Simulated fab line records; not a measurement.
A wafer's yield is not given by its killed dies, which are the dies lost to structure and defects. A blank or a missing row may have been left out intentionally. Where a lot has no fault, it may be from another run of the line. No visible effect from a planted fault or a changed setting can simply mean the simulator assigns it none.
A struck lot beside a sound one    flow gf180mcu    15 out of 602 route steps
Sound: these wafers, L720.4, L720.5, L720.6. The struck wafers were L721.2, L721.5, L721.6. Last of all comes the cause.
At each step with rows: each side's tool, then ch and its chambers, then its first start. Under that, the readings that differ: sound wafers    struck wafers    difference of the means    sigmas: that difference in standard deviations of wafers without a fault.
alike: words and numbers the same on both sides, and readings whose means are apart by under 2 such deviations; not compared: readings that were withheld, readings missing a value for some wafer, numbers with overlapping values and no deviation given by the record, and bounds like >300 which may hide the same value.
The two part at a step that has a row with sigmas, a row that says differs or no value, or rows on one side only. Non-overlapping numbers with no deviation appear without sigmas and do not part them. Lack of a reading on every wafer of one side parts them only where that side has two or more wafers.

first, 2 steps without rows for these wafers: GF_V4_ETCH_16 (etches BARC in N2/H2); GF_V4_ETCH_17 (etches SiO2 in C4F8/O2/Ar, stops on TiN, target depth 630 nm).
GF_V4_STRIP_18: strips in O2/N2.
  sound on plasma-asher-04 ch 0,1, day 26 11:28; struck on plasma-asher-03 ch 0,1, day 27 08:11
  alike: drypump-motor-current-A, heater-power-w, oes-product-au
  not compared: rf-hours-counter-h
then, 2 steps without rows for these wafers: GF_V4_STRIP_19 (strips in post etch residue remover, time 1200 s); GF_V4_CLEAN_20 (cleans in DIW).
GF_V4_SPUTTER_21: material Ti, target thk 15 nm, time 80.02 s.
  sound on pvd-sputter-01, day 26 12:01; struck on pvd-sputter-01, day 27 08:49
  alike: cathode-dc-power-W, throttle-valve-pct
then, 1 step without rows for these wafers: GF_V4_SPUTTER_22 (material TiN, target thk 10 nm, time 40 s).
GF_V4_CVD_23: deposits W, target thk 350 nm, time 104.9 s.
  sound on cvd-w-02 ch 0,1, day 26 12:08; struck on cvd-w-02 ch 0,1, day 27 08:55
  alike: heater-power-w
GF_V4_RS_MEAS_24: uses a four-point probe to measure.
  sound on film-metro-03, day 26 12:17; struck on film-metro-02, day 27 09:03
  alike: V4_W_RS
GF_V4_THK_MEAS_25: measures by xrf.
  sound on film-metro-03, day 26 12:22; struck on film-metro-02, day 27 09:10
  alike: V4_W_THK
GF_V4_CMP_26: polishes, stops on SiO2, t overpolish 15 s, target thk 0 nm.
  sound on cmp-02 ch 1,2, day 26 12:24; struck on cmp-01 ch 0,1,3, day 27 09:19
  alike: motor-current-A, overpolish-run-s, time-to-endpoint-s
then, 1 step without rows for these wafers: GF_MIM_SPUTTER_00 (material Ti, target thk 37.5 nm, time 150 s).
GF_MIM_SPUTTER_01: material TiN, target thk 30 nm, time 25 s.
  sound on pvd-sputter-02, day 26 12:48; struck on pvd-sputter-02, day 27 09:37
reading                                  sound                 struck                difference  sigmas
cathode-dc-power-W (W)                   6502.1 6499.5 6499.3  6225.1 6224.6 6224.5  -275.6      -99 or more
model.TiN_of_MIM_SPUTTER_01.thk-nm (nm)  29.5 29.92 29.61      28.36 28.62 28.87     -1.06       
  alike: throttle-valve-pct
GF_MIM_SPUTTER_02: material AlCu, target thk 450 nm, time 23.9 s.
  sound on pvd-sputter-02, day 26 12:50; struck on pvd-sputter-02, day 27 09:38
  alike: cathode-dc-power-W, throttle-valve-pct
GF_PASSIVATION_PROBE_99:
  sound wafers here have rows in the record (prober-01, day 30 21:12); struck ones have none

== WHERE THEY PART ==
Last at GF_PASSIVATION_PROBE_99 as far as this record goes, first at GF_MIM_SPUTTER_01.

WHY: the cause the simulator had injected
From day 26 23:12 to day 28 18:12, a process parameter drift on pvd-sputter-02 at GF_MIM_SPUTTER_01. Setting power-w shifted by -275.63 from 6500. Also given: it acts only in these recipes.
